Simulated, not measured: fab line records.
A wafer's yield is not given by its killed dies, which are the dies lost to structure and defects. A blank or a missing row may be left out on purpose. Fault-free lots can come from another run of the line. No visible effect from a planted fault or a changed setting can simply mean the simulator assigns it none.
Problem report, 8D (eight disciplines) form, completed by code / flow sky130 / the parts of the form that need people (team, actions taken, sign-off) are left out

## 1. WHAT IS WRONG
At SKY_CAPM_STRIP_14, o2-flow-sccm averages 2397 sccm over 2 wafers from 2 lots, while fault-free wafers read 3000 sccm, standard deviation 9. That is -67 standard deviations from the usual mean.
The step: strips in O2/N2.
Seen first at day 42 09:29 on plasma-asher-02, wafer L729.3. The record holds 36 wafers of 12 lots with a number at this step. The rule behind "out" and "out of limits": a value lying over 4 standard deviations away from the usual mean. The rest of the wafers with a number are treated as sound.

## 2. WHAT THIS IS AND IS NOT
question=which readings at this step | is=o2-flow-sccm | is not=chamber-pressure-mTorr, drypump-motor-current-A
question=which lots | is=L729, L731 | is not=L712, L713, L714, L715, L717, L720, L722, L730, L733, L735
question=which wafers of those lots | is=L729.3, L731.3 | is not=L729.1, L729.5, L731.1, L731.4
question=read on which tools | is=plasma-asher-02 | is not=plasma-asher-03, plasma-asher-04
question=when | is=from day 42 09:29 | is not=up to then (23 sound wafers); but 11 sound wafers of L730, L731, L733, L735 came after

## 3. THE SUSPECTS, EACH WITH WHAT RULES IT OUT
Counting: if a tool at a process step up to the reading ran every lot that is out, it stays a suspect. Sound lots after the first of them don't rule it out here, since some wafers of a struck lot are sound.
- plasma-asher-02 at SKY_CAPM_STRIP_14 (strips in O2/N2): kept. Every lot that is out went through it, the first being L729 (day 42 09:29); the last sound lot it ran before that was L720 (day 40 12:44). Out on those wafers are its own readings of o2-flow-sccm.
- The sound lot-mates ran in chamber 1 of plasma-asher-02 at SKY_CAPM_STRIP_14, but the wafers that are out ran in chamber 0.
The count leaves plasma-asher-02 at SKY_CAPM_STRIP_14.

## 4. THE CAUSE (what the simulator had put in)
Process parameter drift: plasma-asher-02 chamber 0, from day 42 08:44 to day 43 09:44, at SKY_CAPM_STRIP_14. Setting o2-flow-sccm, moved by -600, from 3000. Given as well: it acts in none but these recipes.
Counting left only this tool.

## 5. THE EFFECT CHAIN, in route order
Each row: a reading whose mean over the struck wafers that have a number lies more than 3 standard deviations from the usual. Only readings for which the record gives a usual standard deviation are gone through. hours: the time from each lot's start at the first step in this table that gives one to its start at this step, as a median over the lots. sigmas: the change in usual standard deviations.
hours=0; step=SKY_CAPM_STRIP_14; reading=o2-flow-sccm; usual=3000 sccm; on struck wafers=2397; change=-603; sigmas=-67
hours=0; step=SKY_CAPM_STRIP_14; reading=oes-product-au; usual=0.711 a.u.; on struck wafers=0.697; change=-0.014; sigmas=-3.2
hours=0; step=SKY_CAPM_STRIP_14; reading=strip-time-to-endpoint-s; usual=12.65 s; on struck wafers=12.83; change=+0.18; sigmas=+4.3
Here are the process steps it includes:
- SKY_CAPM_STRIP_14: strips in O2/N2.

## 6. HOW IT WOULD HAVE BEEN CAUGHT EARLIER
In this record the first reading out of limits was taken at day 42 09:29, 1 hour after the fault began at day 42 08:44.
